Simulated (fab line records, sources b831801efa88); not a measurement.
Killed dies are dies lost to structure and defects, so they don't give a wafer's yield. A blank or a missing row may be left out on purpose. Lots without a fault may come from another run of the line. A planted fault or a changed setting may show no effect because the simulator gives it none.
fab line records | flow sky130
record lots=11 wafers=33 last_day=50
route steps=708 shown VIA1@473 METAL2@483 PAD_OPEN@708
lots that met no fault: from a run of the same line without faults
start_h: hours from the record's first day to the start of the lot's first wafer shown | wait_h: hours since the lot's step before | " the same as in the row above | L1.1+2: a row that stands for several wafers | - no value, or no start given | * or withheld: withheld | < > ~ a bound
route shown NAME@n: a module of which the file shows steps, and the number in the route of the first | usual: mean/standard deviation of fault-free wafers | same: alike in all rows | chamber/n: place in a boat | sites: the reading at each site | _std_site: their standard deviation | _edge_site: outer sites' mean less inner sites' | radius_mm: how far each site lies from the wafer's centre | mask NAME#n: copy n | behind: the tool/chamber that last shaped the wafer | hold: why the lot was held/for how many hours/how that ended | device: the transistor (n, p or np) that didn't switch | end of line: the same wafers' tests at the end of the route | a step without rows: its recipe alone | killed: dies lost to structure and defects at the first sort, not the wafer's yield | map: a wafer's dies, x killed, . not, _ none there
set.NAME: the setting as run; set.NAME@STEP: as run at that earlier step | model.NAME: the simulator's own value behind a step, which no gauge read
steps of the route over a sample of lots; a table a step, a row a wafer
services: from which hour (start_h, from the record's first day; less than 0 if before it) a tool's chamber was out of use, for how many hours, and why
## steps
# step SKY_VIA1_ETCH_15
# recipe target=SiO2 chemistry=C4F8/O2/Ar target_depth_nm=351 stop_on=TiN mask_material=KrF-thick source_w=1500 bias_w=1200 pressure_mtorr=40 c4f8_flow_sccm=withheld O2_flow_sccm=6 Ar_flow_sccm=300 time_s=54
# usual bias_w=1200/3.7 chamber_pressure_mTorr=40.00/0.038 oes_product_au=0.979/0.0058
# columns lot.wafer tool chamber start_h wait_h bias_w chamber_pressure_mTorr oes_product_au rf_hours_counter_h
L580.4 rie_diel-04 1 793.80 0.0 1202 39.99 0.981 10
L580.5 " 2 " " 1200 40.01 0.991 -
L580.6 " 1 " " 1200 40.02 0.988 -
L584.4 rie_diel-01 1 828.26 0.0 1201 39.99 0.978 7
L584.5 " 3 " " 1201 39.97 0.969 -
L584.6 " 2 " " 1202 40.04 0.974 -
L586.2 rie_diel-01 3 852.00 0.0 1209 40.04 0.981 6
L586.3 " 2 " " 1193 40.01 0.980 20
L586.6 " 1 " " 1194 39.94 0.978 -
L587.2 rie_diel-01 3 855.76 0.0 1202 39.95 0.976 6
L587.5 " 0 " " 1202 40.00 0.968 -
L587.6 " 3 " " 1200 40.03 0.980 -
L589.1 rie_diel-03 0 868.25 0.0 1201 40.02 0.970 13
L589.5 " 2 " " 1201 40.05 0.979 -
L589.6 " 3 " " 1199 40.03 0.972 -
L590.2 rie_diel-04 1 883.25 0.0 1196 39.97 0.973 13
L590.3 " 0 " " 1203 40.02 0.981 22
L590.4 " 1 " " 1196 39.99 0.987 -
L592.2 rie_diel-03 3 886.70 0.0 1198 40.07 0.975 20
L592.3 " 1 " " 1201 40.08 0.981 11
L592.6 " 3 " " 1198 39.96 0.973 -
L598.1 rie_diel-01 2 926.36 0.0 - - - -
L598.2 " 3 " " - - - -
L598.4 " 0 " " - - - -
L599.1 rie_diel-03 2 930.20 0.0 - - - -
L599.2 " 3 " " - - - -
L599.6 " 3 " " - - - -
L600.3 rie_diel-01 3 937.00 0.0 - - - -
L600.4 " 2 " " - - - -
L600.5 " 0 " " - - - -
L603.1 rie_diel-03 1 970.91 0.0 1199 40.02 0.978 13
L603.5 " 1 " " 1206 39.97 0.977 -
L603.6 " 2 " " 1197 39.93 0.995 -
# step SKY_VIA1_STRIP_16
# recipe chemistry=O2/N2 power_w=1400 pressure_mtorr=1500 platen_temp_c=withheld o2_flow_sccm=3000 n2_flow_sccm=300 overash_fraction=0.5
# usual drypump_motor_current_A=6.0/0.56 oes_product_au=0.416/0.0045 strip_time_to_endpoint_s=4.460/0.024
# columns lot.wafer tool chamber start_h wait_h drypump_motor_current_A oes_product_au rf_hours_counter_h strip_time_to_endpoint_s
L580.4 plasma_asher-04 0 793.88 0.1 5.3 0.415 - 4.466
L580.5 " 0 " " 5.3 0.417 - 4.449
L580.6 " 1 " " 6.6 0.423 - 4.445
L584.4 plasma_asher-03 0 828.34 0.1 6.3 0.418 - 4.459
L584.5 " 1 " " 5.7 0.414 - 4.416
L584.6 " 0 " " 6.3 0.416 - 4.435
L586.2 plasma_asher-01 0 852.05 0.0 5.3 0.415 39 4.426
L586.3 " 0 " " 5.3 0.425 - 4.423
L586.6 " 1 " " 6.3 0.422 - 4.452
L587.2 plasma_asher-01 0 855.81 0.0 5.3 0.418 40 4.457
L587.5 " 0 " " 5.3 0.420 - 4.461
L587.6 " 1 " " 6.3 0.413 - 4.446
L589.1 plasma_asher-01 1 868.30 0.0 6.2 0.417 41 4.475
L589.5 " 0 " " 5.3 0.407 - 4.481
L589.6 " 1 " " 6.3 0.414 - 4.488
L590.2 plasma_asher-04 0 883.30 0.0 5.4 0.416 74 4.503
L590.3 " 0 " " 5.4 0.418 - 4.470
L590.4 " 1 " " 6.6 0.421 - 4.500
L592.2 plasma_asher-04 1 886.75 0.0 6.7 0.411 75 4.477
L592.3 " 1 " " 6.6 0.410 - 4.476
L592.6 " 1 " " 6.7 0.411 - 4.477
L598.1 plasma_asher-04 0 926.41 0.0 5.4 0.439 79 5.174
L598.2 " 1 " " 6.6 0.442 79 5.160
L598.4 " 1 " " 6.6 0.440 - 5.169
L599.1 plasma_asher-04 1 930.25 0.0 6.6 0.447 79 5.229
L599.2 " 0 " " 5.3 0.446 79 5.221
L599.6 " 0 " " 5.3 0.443 - 5.224
L600.3 plasma_asher-04 1 937.08 0.1 6.6 0.441 - 5.205
L600.4 " 0 " " 5.3 0.446 - 5.206
L600.5 " 1 " " 6.7 0.444 - 5.210
L603.1 plasma_asher-03 0 970.96 0.0 6.4 0.422 113 4.493
L603.5 " 0 " " 6.3 0.421 - 4.473
L603.6 " 1 " " 5.7 0.418 - 4.456
# step SKY_VIA1_SPUTTER_20
# recipe material=TiN target_thk_nm=20 chamber_pressure_pa=5 power_w=4000 time_s=80
# usual chamber_pressure_pa=5.001/0.0087 throttle_valve_pct=29.9/0.9
# columns lot.wafer tool chamber start_h wait_h chamber_pressure_pa throttle_valve_pct
L580.4 pvd_sputter-03 - 794.44 0.0 4.992 29.3
L580.5 " - " " 4.992 29.0
L580.6 " - " " 4.999 29.3
L584.4 pvd_sputter-02 - 828.90 0.0 5.009 30.8
L584.5 " - " " 5.019 30.4
L584.6 " - " " 5.002 30.7
L586.2 pvd_sputter-01 - 852.64 0.0 4.991 30.4
L586.3 " - " " 5.008 29.2
L586.6 " - " " 5.002 30.0
L587.2 pvd_sputter-03 - 856.40 0.0 4.997 29.9
L587.5 " - " " 4.998 28.7
L587.6 " - " " 4.994 29.9
L589.1 pvd_sputter-03 - 868.89 0.0 5.000 29.0
L589.5 " - " " 4.998 29.9
L589.6 " - " " 5.003 29.1
L590.2 pvd_sputter-02 - 883.90 0.0 5.000 29.3
L590.3 " - " " 5.014 30.6
L590.4 " - " " 4.989 30.7
L592.2 pvd_sputter-02 - 887.38 0.0 4.979 30.5
L592.3 " - " " 5.009 29.3
L592.6 " - " " 5.000 30.4
L598.1 pvd_sputter-03 - 927.00 0.0 5.004 29.6
L598.2 " - " " 5.011 28.6
L598.4 " - " " 5.017 29.3
L599.1 pvd_sputter-01 - 930.84 0.0 5.026 30.5
L599.2 " - " " 4.995 29.4
L599.6 " - " " 5.010 28.7
L600.3 pvd_sputter-02 - 937.68 0.0 4.995 30.7
L600.4 " - " " 4.994 29.1
L600.5 " - " " 5.002 30.8
L603.1 pvd_sputter-02 - 971.59 0.0 5.004 31.9
L603.5 " - " " 4.989 30.6
L603.6 " - " " 5.003 30.6
# step SKY_METAL2_SPUTTER_00
# recipe material=Ti target_thk_nm=15 power_w=3000 time_s=10 chamber_pressure_pa=0.4
# usual chamber_pressure_pa=0.3999/0.00085 throttle_valve_pct=30.5/1.2
# columns lot.wafer tool chamber start_h wait_h chamber_pressure_pa throttle_valve_pct
L580.4 pvd_sputter-04 - 795.09 0.1 0.3993 31.6
L580.5 " - " " 0.3994 30.1
L580.6 " - " " 0.4000 32.4
L584.4 pvd_sputter-03 - 829.72 0.2 0.4015 29.0
L584.5 " - " " 0.4012 29.0
L584.6 " - " " 0.3993 29.2
L586.2 pvd_sputter-04 - 853.27 0.1 0.4004 32.4
L586.3 " - " " 0.3986 31.7
L586.6 " - " " 0.3981 29.9
L587.2 pvd_sputter-01 - 857.03 0.1 0.3998 29.6
L587.5 " - " " 0.4001 29.9
L587.6 " - " " 0.4012 29.4
L589.1 pvd_sputter-04 - 869.52 0.1 0.3986 31.6
L589.5 " - " " 0.3998 31.7
L589.6 " - " " 0.3999 29.8
L590.2 pvd_sputter-01 - 884.53 0.1 0.3990 30.1
L590.3 " - " " 0.3995 29.8
L590.4 " - " " 0.4017 28.7
L592.2 pvd_sputter-04 - 888.01 0.1 0.4000 30.1
L592.3 " - " " 0.4014 31.7
L592.6 " - " " 0.3982 32.8
L603.1 pvd_sputter-01 - 972.22 0.2 0.3999 29.5
L603.5 " - " " 0.4007 28.7
L603.6 " - " " 0.3998 30.4
# step SKY_METAL2_SPUTTER_01
# recipe material=TiN target_thk_nm=20 power_w=6500 time_s=16.7 chamber_pressure_pa=0.4
# usual chamber_pressure_pa=0.3999/0.0008 throttle_valve_pct=30.5/1.2
# columns lot.wafer tool chamber start_h wait_h chamber_pressure_pa throttle_valve_pct
L580.4 pvd_sputter-04 - 795.11 0.0 0.3996 31.6
L580.5 " - " " 0.3995 30.1
L580.6 " - " " 0.3993 32.4
L584.4 pvd_sputter-03 - 829.74 0.0 0.4000 29.3
L584.5 " - " " 0.4000 29.2
L584.6 " - " " 0.4003 29.0
L586.2 pvd_sputter-04 - 853.30 0.0 0.3989 32.6
L586.3 " - " " 0.4000 31.4
L586.6 " - " " 0.4015 30.1
L587.2 pvd_sputter-01 - 857.06 0.0 0.3986 29.4
L587.5 " - " " 0.3986 29.9
L587.6 " - " " 0.3995 29.2
L589.1 pvd_sputter-04 - 869.55 0.0 0.3981 31.4
L589.5 " - " " 0.4021 31.4
L589.6 " - " " 0.4012 29.9
L590.2 pvd_sputter-01 - 884.56 0.0 0.4001 30.3
L590.3 " - " " 0.3998 29.4
L590.4 " - " " 0.3989 28.7
L592.2 pvd_sputter-04 - 888.04 0.0 0.3989 29.9
L592.3 " - " " 0.3993 31.2
L592.6 " - " " 0.4008 32.6
L603.1 pvd_sputter-01 - 972.25 0.0 0.4008 29.6
L603.5 " - " " 0.3991 28.6
L603.6 " - " " 0.3999 30.1
# step SKY_PAD_OPEN_PROBE_99
# usual defect_limited_yield=82.6/1.7 killed_at_M0_to_M3=42/6.4 killed_at_M4_up=3.2/1.9 killed_at_contacts=24/4.8 killed_at_front_end=16/4.4 killed_at_other=0.3/0.55 killed_dies=86/8.6 killed_on_rim=17/3.5 killed_open=46/6.6 killed_short=39/5.7 sort_bin_3_pad_short=0.8/0.41 sort_bin_5_function=10.3/1.5 sort_bin_6_memory=6.3/1 sort_n_pass=406/8.6 sort_yield_pct=82.6/1.7
# same gross_dies=492 killed_at_back_side=0 sort_bin_4_leakage[%]=0 sort_bin_8_speed[%]=0
# columns lot.wafer tool chamber start_h wait_h defect_limited_yield[%] killed_at_M0_to_M3 killed_at_M4_up killed_at_contacts killed_at_front_end killed_at_other killed_dies killed_on_rim killed_open killed_short sort_bin_3_pad_short[%] sort_bin_5_function[%] sort_bin_6_memory[%] sort_n_pass sort_yield_pct[%]
L580.4 prober-02 - 1075.09 0.2 81.5 45 2 23 21 0 91 16 46 44 1.0 9.3 8.1 401 81.5
L580.5 prober-02 - 1075.14 0.2 82.9 42 3 24 15 0 84 13 51 31 1.0 9.8 6.3 408 82.9
L580.6 prober-02 - 1075.19 0.2 84.8 38 4 19 14 0 75 21 42 32 0.8 10.6 3.9 417 84.8
L584.4 prober-01 - 1104.00 0.2 82.9 40 2 28 14 0 84 18 51 33 0.8 9.8 6.5 408 82.9
L584.5 prober-01 - 1104.05 0.2 81.5 44 3 27 16 1 91 18 47 44 0.4 11.2 6.9 401 81.5
L584.6 prober-01 - 1104.10 0.2 84.3 43 2 19 13 0 77 17 37 40 1.0 9.1 5.5 415 84.3
L586.2 prober-02 - 1120.31 0.1 85.2 34 2 23 14 0 73 11 33 40 1.0 8.3 5.5 419 85.2
L586.3 prober-02 - 1120.36 0.2 82.7 44 4 19 17 1 85 24 49 35 1.8 8.5 6.9 407 82.7
L586.6 prober-02 - 1120.51 0.2 81.7 40 5 32 12 1 90 13 49 40 1.8 10.0 6.5 402 81.7
L587.2 prober-01 - 1123.06 0.1 85.6 36 5 17 13 0 71 13 39 32 0.6 7.5 6.3 421 85.6
L587.5 prober-01 - 1123.21 0.2 78.3 59 3 30 15 0 107 20 53 54 0.6 12.8 8.3 385 78.3
L587.6 prober-01 - 1123.26 0.2 80.7 45 4 33 13 0 95 15 56 38 0.6 11.2 7.5 397 80.7
L589.1 prober-01 - 1132.44 0.1 84.8 30 2 24 18 1 75 14 36 39 2.0 8.9 4.3 417 84.8
L589.5 prober-01 - 1132.64 0.2 84.1 31 1 22 23 1 78 20 36 40 1.2 9.1 5.5 414 84.1
L589.6 prober-01 - 1132.69 0.2 81.7 33 2 31 22 2 90 21 47 41 0.8 12.2 5.3 402 81.7
L590.2 prober-02 - 1143.83 0.1 83.5 41 3 21 16 0 81 14 35 46 1.0 8.1 7.3 411 83.5
L590.3 prober-02 - 1143.88 0.2 83.5 38 1 20 22 0 81 16 47 34 0.4 8.7 7.3 411 83.5
L590.4 prober-02 - 1143.93 0.2 79.7 54 5 29 12 0 100 18 58 42 1.6 12.2 6.5 392 79.7
L592.2 prober-01 - 1146.35 0.1 84.8 35 4 20 15 1 75 19 46 28 0.6 7.3 7.3 417 84.8
L592.3 prober-01 - 1146.40 0.2 80.1 54 0 25 18 1 98 15 61 36 0.8 12.0 7.1 394 80.1
L592.6 prober-01 - 1146.55 0.2 80.3 47 5 32 13 0 97 21 44 53 0.2 12.8 6.7 395 80.3
L598.1 prober-02 - 1174.29 0.1 0 439 5 27 21 0 492 96 48 37 1.0 92.5 6.5 0 0
L598.2 prober-02 - 1174.34 0.1 0 446 0 29 16 1 492 96 50 35 0 91.1 8.9 0 0
L598.4 prober-02 - 1174.44 0.2 0 455 1 23 12 1 492 96 38 38 0.8 94.1 5.1 0 0
L599.1 prober-01 - 1178.38 0.1 0 447 4 23 18 0 492 96 45 38 0.6 95.3 4.1 0 0
L599.2 prober-01 - 1178.43 0.1 0 442 7 24 18 1 492 96 51 40 0.8 91.1 8.1 0 0
L599.6 prober-01 - 1178.63 0.2 0 453 3 28 8 0 492 96 52 33 0.4 92.3 7.3 0 0
L600.3 prober-01 - 1182.80 0.2 0 441 9 22 20 0 492 96 48 37 0.6 92.5 6.9 0 0
L600.4 prober-01 - 1182.85 0.2 0 454 1 21 15 1 492 96 51 34 1.0 92.5 6.5 0 0
L600.5 prober-01 - 1182.90 0.2 0 451 5 21 15 0 492 96 40 42 0.8 91.9 7.3 0 0
L603.1 prober-01 - 1205.04 0.1 82.7 47 1 27 10 0 85 16 44 40 0.8 10.4 6.1 407 82.7
L603.5 prober-01 - 1205.24 0.2 84.6 42 4 15 15 0 76 11 39 37 0.6 10.0 4.9 416 84.6
L603.6 prober-01 - 1205.29 0.2 85.8 32 4 24 10 0 70 21 36 34 0.8 7.3 6.1 422 85.8
# killed by level:class
L580.4 VIA1:geometric_particle:open=10 VIA3:geometric_particle:open=9 FIELD_ISO:geometric_particle:short=7 CONTACT:geometric_particle:open=7 METAL2:geometric_particle:short=7 METAL1:geometric_particle:short=6 POLY_GATE:geometric_particle:short=5 LI_CONTACT:geometric_particle:open=5
L580.5 CONTACT:geometric_particle:open=10 VIA1:geometric_particle:open=9 VIA3:geometric_particle:open=9 VIA2:geometric_particle:open=7 POLY_GATE:geometric_particle:short=6 LI_CONTACT:geometric_particle:open=6 METAL1:geometric_particle:short=5 POLY_GATE:geometric_particle:open=4
L580.6 VIA1:geometric_particle:open=11 CONTACT:geometric_particle:open=9 VIA1:geometric_particle:short=6 POLY_GATE:geometric_particle:open=4 METAL2:geometric_particle:short=4 POLY_GATE:geometric_particle:short=3 LI_CONTACT:geometric_particle:short=3 CONTACT:geometric_particle:short=3
L584.4 CONTACT:geometric_particle:open=11 VIA3:geometric_particle:open=10 VIA2:geometric_particle:open=9 FIELD_ISO:geometric_particle:open=6 LOCAL_INTERCONNECT:geometric_particle:short=6 METAL2:geometric_particle:short=6 LI_CONTACT:geometric_particle:open=5 FIELD_ISO:geometric_particle:short=4
L584.5 POLY_GATE:geometric_particle:open=8 LI_CONTACT:geometric_particle:open=8 VIA1:geometric_particle:open=8 CONTACT:geometric_particle:open=7 METAL2:geometric_particle:short=7 VIA2:geometric_particle:open=7 VIA1:geometric_particle:short=6 LOCAL_INTERCONNECT:geometric_particle:short=5
L584.6 METAL2:geometric_particle:short=8 METAL3:geometric_particle:short=8 CONTACT:geometric_particle:open=7 METAL1:geometric_particle:short=7 VIA1:geometric_particle:open=5 VIA3:geometric_particle:open=5 FIELD_ISO:geometric_particle:open=4 LI_CONTACT:geometric_particle:open=4
L586.2 CONTACT:geometric_particle:short=8 VIA2:geometric_particle:open=6 CONTACT:geometric_particle:open=6 VIA1:geometric_particle:open=6 FIELD_ISO:geometric_particle:short=5 POLY_GATE:geometric_particle:short=5 VIA3:geometric_particle:open=5 METAL2:geometric_particle:short=5
L586.3 VIA1:geometric_particle:open=11 VIA3:geometric_particle:open=10 CONTACT:geometric_particle:open=7 FIELD_ISO:geometric_particle:short=6 LI_CONTACT:geometric_particle:open=5 METAL1:geometric_particle:short=5 LOCAL_INTERCONNECT:geometric_particle:short=4 METAL4:geometric_particle:short=4
L586.6 CONTACT:geometric_particle:open=9 LI_CONTACT:geometric_particle:open=8 VIA1:geometric_particle:open=7 METAL1:geometric_particle:short=6 VIA3:geometric_particle:short=6 VIA3:geometric_particle:open=6 LOCAL_INTERCONNECT:geometric_particle:short=5 CONTACT:geometric_particle:short=5
L587.2 VIA1:geometric_particle:open=9 VIA3:geometric_particle:open=8 CONTACT:geometric_particle:open=6 VIA1:geometric_particle:short=6 CONTACT:geometric_particle:short=4 FIELD_ISO:geometric_particle:open=3 LOCAL_INTERCONNECT:geometric_particle:short=3 VIA2:geometric_particle:short=3
L587.5 VIA1:geometric_particle:open=16 VIA1:geometric_particle:short=10 METAL2:geometric_particle:short=8 VIA3:geometric_particle:open=8 CONTACT:geometric_particle:open=7 METAL1:geometric_particle:short=7 POLY_GATE:geometric_particle:open=6 LI_CONTACT:geometric_particle:open=6
L587.6 VIA1:geometric_particle:open=14 LI_CONTACT:geometric_particle:open=10 CONTACT:geometric_particle:open=8 VIA2:geometric_particle:open=7 CONTACT:geometric_particle:short=6 METAL2:geometric_particle:short=6 FIELD_ISO:geometric_particle:short=5 POLY_GATE:geometric_particle:open=5
L589.1 CONTACT:geometric_particle:open=9 LI_CONTACT:geometric_particle:open=6 FIELD_ISO:geometric_particle:short=5 VIA3:geometric_particle:open=5 POLY_GATE:geometric_particle:short=4 VIA2:geometric_particle:open=4 METAL2:geometric_particle:short=4 METAL3:geometric_particle:short=4
L589.5 FIELD_ISO:geometric_particle:open=7 CONTACT:geometric_particle:open=7 VIA2:geometric_particle:short=6 FIELD_ISO:geometric_particle:short=5 VIA1:geometric_particle:open=5 LI_CONTACT:geometric_particle:open=4 LOCAL_INTERCONNECT:geometric_particle:short=4 CONTACT:geometric_particle:short=4
L589.6 CONTACT:geometric_particle:open=13 METAL2:geometric_particle:short=8 VIA1:geometric_particle:open=8 FIELD_ISO:geometric_particle:open=6 LI_CONTACT:geometric_particle:open=6 CONTACT:geometric_particle:short=5 METAL1:geometric_particle:short=5 FIELD_ISO:geometric_particle:short=4
L590.2 VIA1:geometric_particle:short=7 CONTACT:geometric_particle:open=6 METAL1:geometric_particle:short=6 VIA3:geometric_particle:short=6 POLY_GATE:geometric_particle:short=5 LI_CONTACT:geometric_particle:short=5 LOCAL_INTERCONNECT:geometric_particle:short=5 FIELD_ISO:geometric_particle:open=4
L590.3 VIA1:geometric_particle:open=12 CONTACT:geometric_particle:open=9 FIELD_ISO:geometric_particle:short=6 METAL1:geometric_particle:short=6 LI_CONTACT:geometric_particle:open=6 POLY_GATE:geometric_particle:open=5 METAL2:geometric_particle:short=5 METAL3:geometric_particle:short=5
L590.4 VIA1:geometric_particle:open=13 CONTACT:geometric_particle:open=12 VIA2:geometric_particle:open=11 METAL2:geometric_particle:short=8 LI_CONTACT:geometric_particle:open=7 VIA3:geometric_particle:open=7 METAL1:geometric_particle:short=6 CONTACT:geometric_particle:short=5
L592.2 VIA1:geometric_particle:open=13 CONTACT:geometric_particle:open=7 LI_CONTACT:geometric_particle:open=5 METAL2:geometric_particle:short=5 FIELD_ISO:geometric_particle:open=4 VIA3:geometric_particle:open=4 FIELD_ISO:geometric_particle:short=3 POLY_GATE:geometric_particle:open=3
L592.3 VIA1:geometric_particle:open=14 CONTACT:geometric_particle:open=12 VIA2:geometric_particle:open=8 POLY_GATE:geometric_particle:open=7 VIA1:geometric_particle:short=5 VIA3:geometric_particle:open=4 LI_CONTACT:geometric_particle:open=4 LOCAL_INTERCONNECT:geometric_particle:short=4
L592.6 CONTACT:geometric_particle:open=9 LI_CONTACT:geometric_particle:open=8 VIA3:geometric_particle:open=8 LOCAL_INTERCONNECT:geometric_particle:short=7 CONTACT:geometric_particle:short=7 VIA1:geometric_particle:open=7 METAL1:geometric_particle:short=6 VIA1:geometric_particle:short=5
L598.1 VIA1:area_etch=407 CONTACT:geometric_particle:open=13 VIA1:geometric_particle:open=7 FIELD_ISO:geometric_particle:short=6 LI_CONTACT:geometric_particle:open=6 POLY_GATE:geometric_particle:open=6 POLY_GATE:geometric_particle:short=5 METAL1:geometric_particle:short=4
L598.2 VIA1:area_etch=407 LI_CONTACT:geometric_particle:open=10 VIA1:geometric_particle:open=9 CONTACT:geometric_particle:open=8 METAL1:geometric_particle:short=7 VIA2:geometric_particle:open=7 LOCAL_INTERCONNECT:geometric_particle:short=6 VIA1:geometric_particle:short=5
L598.4 VIA1:area_etch=415 CONTACT:geometric_particle:open=11 VIA1:geometric_particle:open=10 VIA3:geometric_particle:open=8 FIELD_ISO:geometric_particle:short=5 VIA1:geometric_particle:short=5 VIA2:geometric_particle:short=5 LOCAL_INTERCONNECT:geometric_particle:short=4
L599.1 VIA1:area_etch=409 LI_CONTACT:geometric_particle:open=9 VIA2:geometric_particle:open=7 VIA3:geometric_particle:open=7 VIA1:geometric_particle:open=7 FIELD_ISO:geometric_particle:short=6 CONTACT:geometric_particle:open=6 METAL2:geometric_particle:short=6
L599.2 VIA1:area_etch=401 VIA1:geometric_particle:open=10 LI_CONTACT:geometric_particle:open=9 CONTACT:geometric_particle:open=7 VIA3:geometric_particle:open=7 FIELD_ISO:geometric_particle:short=6 CONTACT:geometric_particle:short=6 VIA1:geometric_particle:short=6
L599.6 VIA1:area_etch=407 VIA2:geometric_particle:open=13 CONTACT:geometric_particle:open=11 LI_CONTACT:geometric_particle:open=7 VIA1:geometric_particle:open=7 VIA3:geometric_particle:open=6 METAL1:geometric_particle:short=5 METAL2:geometric_particle:short=4
L600.3 VIA1:area_etch=407 VIA1:geometric_particle:open=12 CONTACT:geometric_particle:open=9 LI_CONTACT:geometric_particle:open=6 METAL4:geometric_particle:short=6 POLY_GATE:geometric_particle:short=5 METAL2:geometric_particle:short=5 VIA3:geometric_particle:open=5
L600.4 VIA1:area_etch=407 VIA3:geometric_particle:open=11 CONTACT:geometric_particle:open=10 METAL1:geometric_particle:short=8 VIA1:geometric_particle:open=7 LI_CONTACT:geometric_particle:open=7 FIELD_ISO:geometric_particle:short=6 METAL2:geometric_particle:short=5
L600.5 VIA1:area_etch=410 VIA1:geometric_particle:open=11 FIELD_ISO:geometric_particle:short=8 METAL2:geometric_particle:short=8 VIA3:geometric_particle:open=8 LI_CONTACT:geometric_particle:open=5 LI_CONTACT:geometric_particle:short=4 LOCAL_INTERCONNECT:geometric_particle:short=4
L603.1 VIA1:geometric_particle:short=13 CONTACT:geometric_particle:open=12 VIA1:geometric_particle:open=10 METAL2:geometric_particle:short=8 LI_CONTACT:geometric_particle:open=5 LOCAL_INTERCONNECT:geometric_particle:short=5 VIA2:geometric_particle:open=5 VIA3:geometric_particle:open=4
L603.5 VIA1:geometric_particle:open=8 CONTACT:geometric_particle:open=7 METAL1:geometric_particle:short=7 POLY_GATE:geometric_particle:open=6 METAL2:geometric_particle:short=5 VIA1:geometric_particle:short=5 LI_CONTACT:geometric_particle:open=4 VIA3:geometric_particle:open=4
L603.6 VIA1:geometric_particle:open=7 CONTACT:geometric_particle:open=6 FIELD_ISO:geometric_particle:short=5 LI_CONTACT:geometric_particle:short=5 LI_CONTACT:geometric_particle:open=5 VIA2:geometric_particle:open=5 METAL2:geometric_particle:short=5 VIA3:geometric_particle:open=5
## services
# columns tool chamber start_h hours kind
pvd_sputter-04 0 792.48 - consumable_replace:kit
pvd_sputter-04 0 792.48 18.0 scheduled_down
pvd_sputter-04 0 792.48 18.0 vent_cycle
rie_diel-04 - 796.02 0.2 repair
rie_diel-04 3 811.53 132.0 repair
rie_diel-01 - 813.41 2.8 pm
rie_diel-03 3 859.84 3.5 repair
plasma_asher-03 - 872.48 0.4 repair
pvd_sputter-03 - 873.15 0.5 repair
rie_diel-03 0 874.78 11.9 repair
rie_diel-01 1 876.91 86.9 repair
pvd_sputter-04 - 909.72 5.0 repair
rie_diel-01 2 913.82 1.8 repair
pvd_sputter-01 3 922.56 - consumable_replace:kit
pvd_sputter-01 3 922.56 18.0 scheduled_down
pvd_sputter-01 3 922.56 18.0 vent_cycle
pvd_sputter-01 - 923.22 5.2 repair
plasma_asher-01 - 923.72 4.0 repair
rie_diel-03 1 929.57 8.1 repair
pvd_sputter-04 3 933.74 - consumable_replace:kit
pvd_sputter-04 3 933.74 18.0 scheduled_down
rie_diel-03 0 941.26 2.2 repair
pvd_sputter-04 - 953.60 0.5 repair
rie_diel-04 3 963.90 4.3 repair
## key
first_sign step=SKY_VIA1_ETCH_15 reading=tool_record direction=missing
effect step=SKY_VIA1_STRIP_16 reading=strip_time_to_endpoint_s direction=up sigmas=31 usual=* struck=*
effect step=SKY_PAD_OPEN_PROBE_99 reading=killed_at_M0_to_M3 direction=up sigmas=64 usual=42 struck=448
more_kills_born_at SKY_VIA1_ETCH_15@rie_diel-01=2453 SKY_VIA1_ETCH_15@rie_diel-03=1217
met_at SKY_VIA1_ETCH_15
struck_lots L598,L599,L600
later_rows_left_out L598.1,L598.2,L598.4,L599.1,L599.2,L599.6,L600.3,L600.4,L600.5
not_acting_at SKY_VIA1_SPUTTER_20,SKY_METAL2_SPUTTER_00,SKY_METAL2_SPUTTER_01
onset_between 886.70 926.36
fault kind=skipped_step_whole tool=rie_diel-01,rie_diel-03 chamber=- onset_h=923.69 steps=SKY_VIA1_ETCH_15 scope=struck_lots_only
# later_rows_left_out: the simulator's readings of these wafers behind a module that went badly wrong aren't trusted and aren't shown, but for the sort
